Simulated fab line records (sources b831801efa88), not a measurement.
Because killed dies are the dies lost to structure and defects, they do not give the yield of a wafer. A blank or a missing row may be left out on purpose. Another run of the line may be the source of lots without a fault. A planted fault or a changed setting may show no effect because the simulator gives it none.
One fault through the eyes of 2 desks | flow sky130 | each desk has only its own numbers; what lay behind them comes last

## FOR THE TOOL OWNER'S DESK: pvd-sputter-04
At SKY_VIA1_SPUTTER_20 (material TiN, target thk 20 nm, time 80 s) the tool's own readings: per lot run on this tool, the mean of the sampled wafers that have a number. A lot is out of limits, marked OUT, if its mean lies more than 4 standard deviations from the usual mean; the brackets give that distance.
Columns: A = chamber-pressure-pa at SKY_VIA1_SPUTTER_20, usual 4.999 Pa; B = throttle-valve-pct at SKY_VIA1_SPUTTER_20, usual 30.1 %
lot  | first seen here | A                | B
L204 | day 35 23:02    | 4.987            | 30.6
L222 | day 41 09:58    | 4.892 (-9.7) OUT | 30.6
This desk finds L222 out of limits, L222 being first, at day 41 09:58 (chamber-pressure-pa at SKY_VIA1_SPUTTER_20). L204: within limits.

## METROLOGY DESK
Means of the sampled wafers that have a number, per lot and without regard to the tool the lot ran on: this is what the gauges read. A lot is out of limits, marked OUT, if its mean lies more than 4 standard deviations from the usual mean; the brackets give that distance.
Columns: A = cd-nm at SKY_VIA1_CD_MEAS_12, usual 150.0 nm; B = VIA1_OVL at SKY_VIA1_OVL_MEAS_13, usual -4 nm
lot  | first seen here | A     | B
L201 | day 35 00:37    | 149.8 | -12
L202 | day 35 11:01    | 149.3 | -11
L204 | day 35 22:08    | 149.2 | 1
L222 | day 41 09:04    | 151.1 | -6
L223 | day 41 16:04    | 152.0 | -6
This desk's finding: nothing out of limits on any of the 5 lots.

## TAKEN TOGETHER
An alarm could have come from the tool owner's desk at day 41 09:58, on L222.
Metrology desk: nothing out of limits seen.
The metrology desk has L222 on record, within its limits.
Of the lots named, all ran SKY_VIA1_SPUTTER_20 on pvd-sputter-04.

## WHAT HAD BEEN PUT IN BY THE SIMULATOR
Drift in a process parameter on pvd-sputter-04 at SKY_VIA1_SPUTTER_20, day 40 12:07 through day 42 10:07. The setting chamber-pressure-pa was moved by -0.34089, starting from 5. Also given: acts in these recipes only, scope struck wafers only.
Struck lots among those shown: L222.
Hours from the fault's start to each desk's first reading out of limits: the tool owner's desk, 22.
